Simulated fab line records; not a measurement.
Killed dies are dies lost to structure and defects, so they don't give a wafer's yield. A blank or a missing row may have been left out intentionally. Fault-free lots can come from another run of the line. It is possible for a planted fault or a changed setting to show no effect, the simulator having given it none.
What tool caused it? | flow sky130 | 45 wafers from 15 lots sampled at 4 of the route's 708 steps

WHAT THE GAUGES SHOWED, per wafer
SKY_POLY_GATE_THK_MEAS_04.
lot  | measured     | on           | POLY_GATE_CVD_03_THK (nm)
L193 | day 15 06:37 | filmMetro-04 | 74.6 74.8 74.3
L194 | day 15 12:55 | filmMetro-02 | 74.5 74.6 74.6
L198 | day 16 22:22 | filmMetro-04 | 76.0 76.4 76.5
L199 | day 17 03:46 | filmMetro-02 | 74.2 74.0 74.0
L200 | day 17 17:23 | filmMetro-03 | 75.7 75.7 75.5
L205 | day 19 11:53 | filmMetro-02 | 74.8 74.2 73.5
L207 | day 20 06:38 | filmMetro-02 | 74.6 74.7 75.2
L209 | day 21 05:40 | filmMetro-02 | 75.6 75.3 75.4
L210 | day 21 09:23 | filmMetro-04 | 77.1 76.7 77.2
L211 | day 21 18:02 | filmMetro-04 | 75.6 76.1 75.3
L212 | day 22 08:25 | filmMetro-02 | 75.8 75.6 75.6
L213 | day 22 11:58 | filmMetro-03 | 74.8 74.8 74.1
L214 | day 22 23:36 | filmMetro-04 | 75.8 76.0 75.8
L215 | day 23 08:37 | filmMetro-04 | 75.0 75.0 75.5
L216 | day 23 14:51 | filmMetro-02 | 74.7 74.8 75.3

SKY_LDD_LDN_OVL_MEAS_07.
lot  | measured     | on         | LDD_LDN_OVL (nm)
L193 | day 22 20:47 | overlay-01 | 2.5 -0.5 0.0
L194 | day 23 06:32 | overlay-02 | -1.6 0.2 -1.1
L198 | day 24 14:05 | overlay-02 | - - -
L199 | day 24 22:17 | overlay-01 | - - -
L200 | day 25 11:57 | overlay-01 | - - -
L205 | day 27 03:44 | overlay-02 | -1.8 -2.4 -1.7
L207 | day 27 21:18 | overlay-01 | 0.5 0.1 0.8
L209 | day 28 19:32 | overlay-01 | 1.7 1.9 0.9
L210 | day 28 22:05 | overlay-02 | -0.7 1.5 -1.5
L211 | day 29 05:05 | overlay-02 | 1.9 -0.8 1.1
L212 | day 29 18:02 | overlay-02 | 0.2 1.3 -0.5
L213 | day 29 23:08 | overlay-02 | -0.3 -1.2 0.1
L214 | day 30 10:21 | overlay-01 | 3.4 2.4 3.1
L215 | day 30 17:29 | overlay-02 | -0.6 -0.6 0.2
L216 | day 30 23:39 | overlay-02 | 0.7 -1.6 -0.8

EACH LOT AND THE TOOL THAT RAN IT (in order: tool; ch and the chambers of the sampled wafers; start)
lot  | SKY_VT_ADJUST_PCH_STRIP_09          | SKY_LDD_LDN_DEVELOP_06
L193 | plasmaAsher-02 ch 0,1, day 10 13:44 | lithoTrack-02 ch 0, day 22 20:39
L194 | plasmaAsher-04 ch 0,1, day 10 17:55 | lithoTrack-02 ch 0, day 23 06:24
L198 | plasmaAsher-01 ch 0,1, day 12 00:16 | lithoTrack-02, day 24 13:57
L199 | plasmaAsher-01 ch 0,1, day 12 05:29 | lithoTrack-02, day 24 22:08
L200 | plasmaAsher-01 ch 0,1, day 12 14:46 | lithoTrack-04, day 25 11:50
L205 | plasmaAsher-04 ch 0,1, day 14 03:38 | lithoTrack-04 ch 0, day 27 03:35
L207 | plasmaAsher-02 ch 0,1, day 14 19:40 | lithoTrack-04 ch 0, day 27 21:11
L209 | plasmaAsher-04 ch 0,1, day 15 16:02 | lithoTrack-02 ch 0, day 28 19:24
L210 | plasmaAsher-01 ch 0,1, day 15 21:22 | lithoTrack-04 ch 0, day 28 21:56
L211 | plasmaAsher-04 ch 0,1, day 16 04:43 | lithoTrack-02 ch 0, day 29 04:56
L212 | plasmaAsher-04 ch 0,1, day 16 16:52 | lithoTrack-01 ch 0, day 29 17:53
L213 | plasmaAsher-04 ch 0,1, day 16 23:37 | lithoTrack-04 ch 0, day 29 23:01
L214 | plasmaAsher-01 ch 0,1, day 17 01:43 | lithoTrack-04 ch 0, day 30 10:14
L215 | plasmaAsher-01 ch 0,1, day 17 12:13 | lithoTrack-04 ch 0, day 30 17:20
L216 | plasmaAsher-04 ch 0,1, day 17 17:20 | lithoTrack-01 ch 0, day 30 23:31
- SKY_VT_ADJUST_PCH_STRIP_09: strips in O2/N2.
- SKY_LDD_LDN_DEVELOP_06: develop time 60 s.

AS READ BY THE TOOLS THEMSELVES (means over the sampled wafers that have a number; for cases with no such wafer, the mark the record gives instead)
SKY_VT_ADJUST_PCH_STRIP_09.
lot  | tool           | drypumpMotorCurrentA (A) | oesProductAu (a.u.) | stripTimeToEndpointS (s)
L193 | plasmaAsher-02 | 6.0                      | 0.726               | 36.86
L194 | plasmaAsher-04 | 6.1                      | 0.725               | 37.05
L198 | plasmaAsher-01 | 5.3                      | 0.725               | 36.92
L199 | plasmaAsher-01 | 5.6                      | 0.724               | 36.97
L200 | plasmaAsher-01 | 5.3                      | 0.724               | 36.96
L205 | plasmaAsher-04 | 6.2                      | 0.720               | 37.03
L207 | plasmaAsher-02 | 6.0                      | 0.726               | 36.93
L209 | plasmaAsher-04 | 6.1                      | 0.720               | 36.83
L210 | plasmaAsher-01 | 5.6                      | 0.722               | 36.98
L211 | plasmaAsher-04 | 6.2                      | 0.722               | 37.08
L212 | plasmaAsher-04 | 6.2                      | 0.718               | 36.97
L213 | plasmaAsher-04 | 6.2                      | 0.726               | 36.88
L214 | plasmaAsher-01 | 5.3                      | 0.719               | 36.97
L215 | plasmaAsher-01 | 5.3                      | 0.726               | 36.99
L216 | plasmaAsher-04 | 6.2                      | 0.722               | 36.98

SKY_LDD_LDN_DEVELOP_06.
lot  | tool          | chillPlateTempC (C)
L193 | lithoTrack-02 | 23.03
L194 | lithoTrack-02 | 23.11
L198 | lithoTrack-02 | -
L199 | lithoTrack-02 | -
L200 | lithoTrack-04 | -
L205 | lithoTrack-04 | 23.01
L207 | lithoTrack-04 | 22.99
L209 | lithoTrack-02 | 22.91
L210 | lithoTrack-04 | 23.01
L211 | lithoTrack-02 | 23.13
L212 | lithoTrack-01 | 22.90
L213 | lithoTrack-04 | 22.97
L214 | lithoTrack-04 | 23.02
L215 | lithoTrack-04 | 23.08
L216 | lithoTrack-01 | 23.01

THE ANSWER, worked out from the rows above alone
Rule: the lots themselves supply what counts as usual. Put in order of their means at a reading, lots are off if they are a third of the lots or fewer, leave a main group of 4 or more, and stand apart from it by a gap of 3 or more times the standard deviation of the main group's means; of several such gaps the widest counts. A main group whose means are all the same, to the digits that the tables above print for the reading, isn't used. A lot without any number at a reading at which 4 lots or more have one is off too. Any other lot the step has rows for is counted as sound. First the gauges in route order, then the tools' own readings, where a lot's mean is used as printed above. The first step at which some lot is off is used, and at that step the reading that is off furthest; a lot without a number counts as furthest.
Off: at SKY_LDD_LDN_OVL_MEAS_07 (LDD_LDN_OVL), L198, L199, L200. Without a number there: L198, L199, L200. For the main group the mean is 0.2 nm and the standard deviation 1.2.
If a tool, at a process step before that reading, ran all the lots that are off and no sound lot after the first of them, it fits. Not tried: the gauges at SKY_LDD_LDN_OVL_MEAS_07; whatever is off there is also off at SKY_LDD_LDN_DEVELOP_06, on other tools, and gauge error can't account for it. No candidate that was tried fits.

WHAT THE SIMULATOR HAD PUT IN
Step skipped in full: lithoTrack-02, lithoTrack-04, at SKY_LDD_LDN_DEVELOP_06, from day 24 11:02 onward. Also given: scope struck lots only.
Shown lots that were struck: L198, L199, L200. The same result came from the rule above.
